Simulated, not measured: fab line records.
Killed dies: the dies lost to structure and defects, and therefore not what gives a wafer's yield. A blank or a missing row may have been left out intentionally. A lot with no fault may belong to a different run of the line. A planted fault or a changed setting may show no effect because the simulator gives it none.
A single fault, viewed from 2 desks    flow sky130    each desk has only its own numbers; what lay behind them comes last

## FOR THE TOOL OWNER'S DESK: implanter-01
The tool's own readings at SKY_SONOS_TUNNEL_IMPLANT_09, given as means over the sampled wafers that have a number, one for each lot that went through this tool. The brackets show how far a lot's mean lies from the usual mean; more than 4 standard deviations puts the lot out of limits, marked OUT.
Columns: A = dose ions cm2 at SKY_SONOS_TUNNEL_IMPLANT_09, usual 1.0001e+12; B = faraday current uA at SKY_SONOS_TUNNEL_IMPLANT_09, usual 5.65
lot   first seen here  A                             B
L894  day 11 06:25     9.9953e+11                    5.70
L901  day 13 04:49     9.9883e+11                    5.67
L905  day 15 15:45     1.4790e+12 (+99 or more) OUT  8.33 (+22) OUT
L906  day 15 21:02     1.4793e+12 (+99 or more) OUT  8.20 (+21) OUT
L917  day 19 00:31     1.0003e+12                    5.65
Finding of this desk: L905, L906 out of limits; the first was L905 at day 15 15:45, on dose ions cm2 at SKY_SONOS_TUNNEL_IMPLANT_09. L894, L901, L917 stayed within limits.

## FROM THE METROLOGY DESK
What the gauges read, lot by lot, whatever tool the lot ran on: means of the sampled wafers that have a number. The brackets show how far a lot's mean lies from the usual mean; more than 4 standard deviations puts the lot out of limits, marked OUT.
Columns: A = VT_ADJUST_LVTN_2_TW at SKY_VT_ADJUST_LVTN_TW_MEAS_21, usual 188.4; B = cd nm at SKY_VT_ADJUST_NCORE_CD_MEAS_07, usual 380.0 nm; C = SONOS_TUNNEL_TW at SKY_SONOS_TUNNEL_TW_MEAS_12, usual 198.0
lot   first seen here  A      B      C
L894  day 7 16:54      187.5  377.7  196.8
L895  day 7 19:23      187.2  379.1  197.8
L896  day 8 03:38      188.7  381.4  198.0
L898  day 8 17:02      188.8  376.7  198.1
L899  day 8 21:50      189.2  378.3  196.8
L901  day 9 09:38      190.0  382.4  198.1
L903  day 10 14:17     187.3  383.0  198.9
L905  day 11 09:47     188.4  379.5  220.8 (+31) OUT
L906  day 11 13:20     188.7  384.6  221.0 (+31) OUT
L909  day 12 00:46     189.1  380.4  198.2
L912  day 12 18:47     189.0  383.8  197.7
L914  day 13 10:12     188.5  378.8  198.2
L916  day 13 18:35     188.5  377.5  198.3
L917  day 14 06:16     189.4  378.5  197.7
This desk reports L905, L906 out of limits; the earliest was L905 at day 15 16:10 (SONOS_TUNNEL_TW at SKY_SONOS_TUNNEL_TW_MEAS_12). L894, L895, L896, L898, L899, L901, L903, L909, L912, L914, L916, L917 stayed within limits.

## ALL TOGETHER
The tool owner's desk could have raised an alarm at day 15 15:45, on L905, L906.
Metrology desk: alarm possible at day 15 16:10 on L905, L906.
On implanter-01, each named lot ran SKY_SONOS_TUNNEL_IMPLANT_09.

## WHAT THE SIMULATOR PUT IN
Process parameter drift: implanter-01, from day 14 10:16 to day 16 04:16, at SKY_SONOS_TUNNEL_IMPLANT_09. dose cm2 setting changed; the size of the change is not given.
Shown lots that were struck: L905, L906.
Delay (hours) between the fault's onset and each desk's first out-of-limits reading: 29 at the tool owner's desk, 30 at the metrology desk.
